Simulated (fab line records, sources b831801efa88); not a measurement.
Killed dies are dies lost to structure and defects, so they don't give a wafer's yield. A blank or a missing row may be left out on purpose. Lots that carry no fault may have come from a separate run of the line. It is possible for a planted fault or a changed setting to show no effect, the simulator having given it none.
Which tool is to blame? -- flow gf180mcu -- 6 lots (18 wafers sampled), 1 step of a 602-step route

WHAT EACH GAUGE READ, for each wafer
GF_VT_IMPLANT_TW_MEAS_32.
lot,measured,on,VT_IMPLANT_3_TW
L710,day 7 13:20,filmMetro-02,267 267 269
L712,day 8 00:54,filmMetro-03,271 274 274
L714,day 8 13:34,filmMetro-03,273 272 272
L718,day 9 19:33,filmMetro-03,270 273 271
L723,day 11 03:21,filmMetro-02,270 268 267
L725,day 11 12:56,filmMetro-04,264 262 263

WHAT TOOL EACH LOT RAN ON (gives the tool, then ch and the chambers of the sampled wafers, and finally the start)
Before these readings, the record contains no process step.

THE ANSWER, worked out from the rows above alone
Rule: the lots themselves supply what counts as usual. Put in order of their means at a reading, lots are off if they are a third of the lots or fewer, leave a main group of 4 or more, and stand apart from it by a gap of 3 or more times the standard deviation of the main group's means; of several such gaps the widest counts. A main group whose means are all the same, to the digits that the tables above print for the reading, isn't used. A lot without any number at a reading at which 4 lots or more have one is off too. Where the step has rows for the other lots, those lots are counted as sound.
None of the lots is off at any reading shown; this tells nothing.

WHAT THE SIMULATOR PUT IN
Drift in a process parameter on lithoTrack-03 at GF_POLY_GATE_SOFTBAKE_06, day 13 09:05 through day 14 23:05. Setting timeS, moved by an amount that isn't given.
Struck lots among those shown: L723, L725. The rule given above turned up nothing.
